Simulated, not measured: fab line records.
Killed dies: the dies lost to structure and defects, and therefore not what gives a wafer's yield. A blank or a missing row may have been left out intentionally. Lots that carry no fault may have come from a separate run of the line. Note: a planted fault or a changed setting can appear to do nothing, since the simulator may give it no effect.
Which of the tools did it? + flow gf180mcu + 12 lots, 35 wafers sampled, at 6 steps of a route of 602

## WHAT EACH GAUGE READ, for each wafer
GF_HV_LDD_OVL_MEAS_32. Usual: HV_LDD_02_OVL -0.9 nm, standard deviation 1.3.
| lot  | measured     | on         | HV_LDD_02_OVL (nm) | flag |
|------|--------------|------------|--------------------|------|
| L303 | day 11 08:35 | overlay-01 | 0.4 -0.1 -0.6      |      |
| L304 | day 11 21:07 | overlay-01 | -0.4 1.5 -1.4      |      |
| L305 | day 12 01:42 | overlay-02 | -2.1 -1.1 -2.8     |      |
| L307 | day 12 21:26 | overlay-02 | -0.5 -1.2 -1.0     |      |
| L308 | day 13 07:10 | overlay-01 | -2.6 -0.2 -1.6     |      |
| L309 | day 13 13:59 | overlay-01 | -1.0 0.4 -1.3      |      |
| L311 | day 14 05:47 | overlay-02 | -0.2 -2.4 -1.0     |      |
| L314 | day 15 02:38 | overlay-01 | -0.3 -1.1 0.6      |      |
| L316 | day 15 23:17 | overlay-02 | -1.0 -0.6 -3.5     |      |
| L317 | day 16 06:08 | overlay-01 | -0.3 0.9 -0.1      |      |
| L319 | day 16 13:53 | overlay-02 | 0.2 0.0            |      |
| L323 | day 18 03:20 | overlay-01 | 0.8 -1.7 -1.9      |      |

GF_PSD_RS_MEAS_14: measures by four-point-probe. Usual: NSD_RS 46.18 ohm/sq, standard deviation 0.075.
| lot  | measured     | on            | NSD_RS (ohm/sq)   | flag |
|------|--------------|---------------|-------------------|------|
| L303 | day 14 01:00 | film-metro-01 | 46.29 46.17 46.14 |      |
| L304 | day 14 15:44 | film-metro-04 | 46.20 46.28 46.15 |      |
| L305 | day 14 19:52 | film-metro-02 | 46.17 46.11 46.10 |      |
| L307 | day 15 17:43 | film-metro-01 | 46.35 46.21 46.32 |      |
| L308 | day 16 04:38 | film-metro-04 | 46.11 46.19 46.19 |      |
| L309 | day 16 10:10 | film-metro-02 | 46.16 46.12 46.28 |      |
| L311 | day 17 04:14 | film-metro-02 | 46.12 46.20 46.14 |      |
| L314 | day 18 01:28 | film-metro-01 | 46.21 46.11 46.04 |      |
| L316 | day 19 01:21 | film-metro-01 | 46.23 46.13 46.28 |      |
| L317 | day 19 08:22 | film-metro-04 | 46.19 46.19 46.15 |      |
| L319 | day 19 14:57 | film-metro-02 | 44.77 46.17       | OFF  |
| L323 | day 21 07:58 | film-metro-02 | 46.30 44.63 46.31 | OFF  |

GF_SAB_THK_MEAS_01. Usual: SAB_CVD_00_THK 49.7 nm, standard deviation 0.65.
| lot  | measured     | on            | SAB_CVD_00_THK (nm) | flag |
|------|--------------|---------------|---------------------|------|
| L303 | day 14 01:14 | film-metro-02 | 48.9 50.2 50.7      |      |
| L304 | day 14 15:59 | film-metro-02 | 49.1 49.6 50.6      |      |
| L305 | day 14 20:05 | film-metro-02 | 50.1 50.9 50.4      |      |
| L307 | day 15 17:59 | film-metro-04 | 49.3 49.5 49.7      |      |
| L308 | day 16 04:54 | film-metro-03 | 48.5 48.0 48.8      |      |
| L309 | day 16 10:24 | film-metro-03 | 50.2 50.1 49.7      |      |
| L311 | day 17 04:30 | film-metro-03 | 49.1 49.4 48.7      |      |
| L314 | day 18 01:43 | film-metro-03 | 48.9 48.9 49.8      |      |
| L316 | day 19 01:36 | film-metro-03 | 49.1 49.1 49.8      |      |
| L317 | day 19 08:37 | film-metro-03 | 49.2 50.5 50.5      |      |
| L319 | day 19 15:11 | film-metro-03 | 49.9 49.9           |      |
| L323 | day 21 08:23 | film-metro-02 | 49.5 49.9 50.5      |      |

## WHAT TOOL EACH LOT RAN ON (gives the tool, then ch and the chambers of the sampled wafers, and finally the start)
| lot  | GF_HV_LDD_RTA_52                 | GF_NSD_IMPLANT_09               | GF_NSD_STRIP_11                      |
|------|----------------------------------|---------------------------------|--------------------------------------|
| L303 | rtp-anneal-02 ch 0, day 12 04:44 | implanter-04 ch 0, day 13 03:40 | plasma-asher-01 ch 0,1, day 13 03:56 |
| L304 | rtp-anneal-02 ch 0, day 12 18:26 | implanter-01 ch 0, day 13 17:23 | plasma-asher-04 ch 0, day 13 17:40   |
| L305 | rtp-anneal-01 ch 0, day 12 22:19 | implanter-01 ch 0, day 13 21:50 | plasma-asher-01 ch 0,1, day 13 22:07 |
| L307 | rtp-anneal-01 ch 0, day 13 18:22 | implanter-04 ch 0, day 14 19:40 | plasma-asher-04 ch 0,1, day 14 19:58 |
| L308 | rtp-anneal-02 ch 0, day 14 05:29 | implanter-01 ch 0, day 15 05:40 | plasma-asher-02 ch 1, day 15 05:58   |
| L309 | rtp-anneal-01 ch 0, day 14 11:49 | implanter-04 ch 0, day 15 11:56 | plasma-asher-02 ch 0,1, day 15 12:11 |
| L311 | rtp-anneal-02 ch 0, day 15 03:55 | implanter-04 ch 0, day 16 04:33 | plasma-asher-02 ch 0,1, day 16 04:51 |
| L314 | rtp-anneal-01 ch 0, day 16 01:39 | implanter-02 ch 0, day 17 02:01 | plasma-asher-02 ch 0,1, day 17 02:18 |
| L316 | rtp-anneal-02 ch 0, day 16 22:38 | implanter-02 ch 0, day 18 00:20 | plasma-asher-01 ch 0,1, day 18 00:37 |
| L317 | rtp-anneal-01 ch 0, day 17 05:01 | implanter-02 ch 0, day 18 07:19 | plasma-asher-02 ch 0,1, day 18 07:37 |
| L319 | rtp-anneal-01 ch 0, day 17 12:59 | implanter-02 ch 0, day 18 14:53 | plasma-asher-04 ch 1, day 18 15:09   |
| L323 | rtp-anneal-01 ch 0, day 19 04:02 | implanter-02 ch 0, day 20 07:05 | plasma-asher-04 ch 0,1, day 20 07:22 |
- GF_HV_LDD_RTA_52: time 10 s.
- GF_NSD_IMPLANT_09
- GF_NSD_STRIP_11: strips in O2/N2.

## WHAT THE TOOLS THEMSELVES READ (means of the sampled wafers that have a number; where no wafer has one, the mark that the record gives instead)
GF_HV_LDD_RTA_52. Usual: anneal-temp-c-max 1005.1, standard deviation 2.6; chamber-o2-ppm 1.998, standard deviation 0.021; lamp-power-pct 33.1 %, standard deviation 0.33; wafer_temp_C_max 1004.5, standard deviation 1.2.
| lot  | tool          | anneal-temp-c-max | chamber-o2-ppm | lamp-power-pct (%) | wafer_temp_C_max | flag |
|------|---------------|-------------------|----------------|--------------------|------------------|------|
| L303 | rtp-anneal-02 | 1006.8            | 1.998          | 32.8               | 1003.9           |      |
| L304 | rtp-anneal-02 | 1009.0            | 1.989          | 32.8               | 1003.3           |      |
| L305 | rtp-anneal-01 | 1002.6            | 2.023          | 33.4               | 1005.7           |      |
| L307 | rtp-anneal-01 | 1002.3            | 1.986          | 33.4               | 1004.1           |      |
| L308 | rtp-anneal-02 | 1006.8            | 1.999          | 32.8               | 1004.7           |      |
| L309 | rtp-anneal-01 | 1002.2            | 1.988          | 33.4               | 1005.3           |      |
| L311 | rtp-anneal-02 | 1007.6            | 2.016          | 32.8               | 1002.9           |      |
| L314 | rtp-anneal-01 | 1002.5            | 2.006          | 33.4               | 1005.3           |      |
| L316 | rtp-anneal-02 | 1008.3            | 1.993          | 32.8               | 1004.2           |      |
| L317 | rtp-anneal-01 | 1002.7            | 1.992          | 33.4               | 1004.9           |      |
| L319 | rtp-anneal-01 | 1002.9            | 2.028          | 33.4               | 1005.2           |      |
| L323 | rtp-anneal-01 | 1003.1            | 2.007          | 33.4               | 1005.4           |      |

GF_NSD_IMPLANT_09. Usual: beam-on-s 16.4 s, standard deviation 1.2; faraday-current-uA 13351, standard deviation 910.
| lot  | tool         | beam-on-s (s) | faraday-current-uA | flag |
|------|--------------|---------------|--------------------|------|
| L303 | implanter-04 | 15.4          | 14148              |      |
| L304 | implanter-01 | 17.8          | 12325              |      |
| L305 | implanter-01 | 18.1          | 12083              |      |
| L307 | implanter-04 | 15.3          | 14255              |      |
| L308 | implanter-01 | 18.1          | 12102              |      |
| L309 | implanter-04 | 15.3          | 14242              |      |
| L311 | implanter-04 | 15.1          | 14337              |      |
| L314 | implanter-02 | 15.7          | 13862              |      |
| L316 | implanter-02 | 16.2          | 13490              |      |
| L317 | implanter-02 | 16.1          | 13463              |      |
| L319 | implanter-02 | 19.0          | 11756              |      |
| L323 | implanter-02 | 18.1          | 12292              |      |

GF_NSD_STRIP_11. Usual: drypump-motor-current-A 5.9 A, standard deviation 0.51; heater-power-w 333 W, standard deviation 34; oes-product-au 0.487 a.u., standard deviation 0.0045; strip-time-to-endpoint-s 22.950 s, standard deviation 0.028.
| lot  | tool            | drypump-motor-current-A (A) | heater-power-w (W) | oes-product-au (a.u.) | strip-time-to-endpoint-s (s) | flag |
|------|-----------------|-----------------------------|--------------------|-----------------------|------------------------------|------|
| L303 | plasma-asher-01 | 6.3                         | 304                | 0.487                 | 22.963                       |      |
| L304 | plasma-asher-04 | 5.8                         | 355                | 0.484                 | 22.944                       |      |
| L305 | plasma-asher-01 | 6.3                         | 307                | 0.487                 | 22.967                       |      |
| L307 | plasma-asher-04 | 5.3                         | 332                | 0.487                 | 22.929                       |      |
| L308 | plasma-asher-02 | 5.5                         | 303                | 0.483                 | 22.942                       |      |
| L309 | plasma-asher-02 | 6.2                         | 354                | 0.490                 | 22.977                       |      |
| L311 | plasma-asher-02 | 6.2                         | 364                | 0.482                 | 22.952                       |      |
| L314 | plasma-asher-02 | 5.8                         | 329                | 0.483                 | 22.946                       |      |
| L316 | plasma-asher-01 | 6.2                         | 313                | 0.485                 | 22.934                       |      |
| L317 | plasma-asher-02 | 5.8                         | 327                | 0.490                 | 22.932                       |      |
| L319 | plasma-asher-04 | 5.1                         | 322                | 0.481                 | 23.314                       | OFF  |
| L323 | plasma-asher-04 | 5.3                         | 335                | 0.488                 | 23.279                       | OFF  |

## THE ANSWER, worked out from the rows above alone
Rule: a lot is off if the mean of its wafers that have a number lies more than 3 standard deviations from the usual mean. Also off: a lot with no number at a reading for which 4 or more lots have one. All remaining lots with rows at the step are treated as sound. The gauges are gone through in route order, then the tools' own readings, and for those a lot's mean is taken as printed above. At the first step where some lot is off, the reading lying furthest off is the one used; lots without a number count as furthest.
Off: L319, L323, seen at GF_PSD_RS_MEAS_14 (NSD_RS).
A tool fits if, at a process step before that reading, it ran every lot that is off, and no sound lot after the first of them. Not tried: the gauges at GF_PSD_RS_MEAS_14; whatever is off there is also off at GF_NSD_STRIP_11, on other tools, and gauge error can't account for it. Can't be told from this: 3 tools fit, rtp-anneal-01 at GF_HV_LDD_RTA_52, implanter-02 at GF_NSD_IMPLANT_09, plasma-asher-04 at GF_NSD_STRIP_11.

## WHAT WAS PUT IN BY THE SIMULATOR
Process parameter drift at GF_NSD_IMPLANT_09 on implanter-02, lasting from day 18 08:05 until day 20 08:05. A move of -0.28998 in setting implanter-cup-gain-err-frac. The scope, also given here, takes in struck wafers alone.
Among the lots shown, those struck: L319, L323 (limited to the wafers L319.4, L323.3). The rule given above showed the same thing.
